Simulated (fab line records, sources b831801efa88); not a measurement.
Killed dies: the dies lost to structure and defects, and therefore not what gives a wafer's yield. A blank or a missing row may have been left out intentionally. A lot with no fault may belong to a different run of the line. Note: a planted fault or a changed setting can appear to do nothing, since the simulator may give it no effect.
Code-filled problem report in 8D (eight disciplines) form + flow gf180mcu + the parts of the form that need people (team, actions taken, sign-off) are left out

## 1. THE PROBLEM
chamber pressure mTorr at GF_PASSIVATION_STRIP_12 reads a mean of 1799.1 mTorr on 3 wafers of 2 lots; wafers without a fault read 1499.9 mTorr with a standard deviation of 1.3. That is +99 or more standard deviations from the usual mean.
The step: strips in O2/N2.
First seen on wafer L926.2, day 32 08:07, on plasma asher-02. At this step, 39 wafers from 13 lots have a number in the record. The rule behind "out" and "out of limits": a value lying over 4 standard deviations away from the usual mean. Any other wafer with a number is counted as sound.

## 2. WHAT IT IS; WHAT IT IS NOT
| question                    | is                                     | is not                                                                                             |
|-----------------------------|----------------------------------------|----------------------------------------------------------------------------------------------------|
| which readings at this step | chamber pressure mTorr, oes product au | drypump motor current A, heater power w                                                            |
| which lots                  | L926, L928                             | L914, L916, L917, L918, L919, L921, L930, L932, L933, L934, L936                                   |
| which wafers of those lots  | L926.2, L926.6, L928.1                 | L926.1, L928.2, L928.5                                                                             |
| read on which tools         | plasma asher-02                        | plasma asher-01, plasma asher-03                                                                   |
| when                        | from day 32 08:07                      | up to then (19 sound wafers); but 17 sound wafers of L928, L930, L932, L933, L934, L936 came after |

## 3. WHAT RULES OUT EACH SUSPECT
Counting: if a tool at a process step up to the reading ran every lot that is out, it stays a suspect. Sound lots after the first of them don't rule it out here, since some wafers of a struck lot are sound.
- cvd w-02 at GF_V5_CVD_23 (deposits W, target thk 350 nm, time 104.9 s): kept. It ran every lot that is out, first L926 (day 30 17:46); its last sound lot up to then is L919 (day 28 21:24).
- plasma asher-02 at GF_PASSIVATION_STRIP_12 (strips in O2/N2): kept. It ran every lot that is out, first L926 (day 32 08:07); its last sound lot up to then is L921 (day 31 06:50). Its own chamber pressure mTorr, oes product au readings are out on those wafers.
- At GF_PASSIVATION_STRIP_12 on plasma asher-02, chamber 1 took the sound wafers of the same lots and chamber 0 took the wafers that are out.
After counting, cvd w-02 at GF_V5_CVD_23 and plasma asher-02 at GF_PASSIVATION_STRIP_12 remain.

## 4. THE CAUSE (what the simulator had put in)
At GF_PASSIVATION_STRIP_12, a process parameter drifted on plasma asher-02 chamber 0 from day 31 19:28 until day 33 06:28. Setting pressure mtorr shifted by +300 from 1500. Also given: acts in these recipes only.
Counting left 2 suspects, and this tool is among them.

## 5. THE EFFECT CHAIN, in route order
Each row: a reading where the mean over the struck wafers with a number is more than 3 standard deviations away from the usual. Readings are gone through only where the record gives a usual standard deviation; hours: the median, over the lots, of the time from a lot's start at the first step in this table giving one to that lot's start at this step; sigmas: the change measured in usual standard deviations.
| hours | step                    | reading                  | usual        | on struck wafers | change | sigmas      |
|-------|-------------------------|--------------------------|--------------|------------------|--------|-------------|
| 0     | GF_PASSIVATION_STRIP_12 | chamber pressure mTorr   | 1499.9 mTorr | 1799.1           | +299.2 | +99 or more |
| 0     | GF_PASSIVATION_STRIP_12 | oes product au           | 0.720 a.u.   | 0.741            | +0.021 | +4.6        |
| 0     | GF_PASSIVATION_STRIP_12 | strip time to endpoint s | 34.8 s       | 33.5             | -1.3   | -3.8        |
It contains these process steps:
- GF_PASSIVATION_STRIP_12: strips in O2/N2.
Later steps that measure or inspect, where all struck wafers having a row at the step show a number for every such reading and not one has moved that far: GF_PASSIVATION_BOW_MEAS_14.

## 6. WHAT WOULD HAVE CAUGHT IT SOONER
The fault began at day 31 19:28; the first out-of-limits reading in this record came at day 32 08:07, 13 hours later.
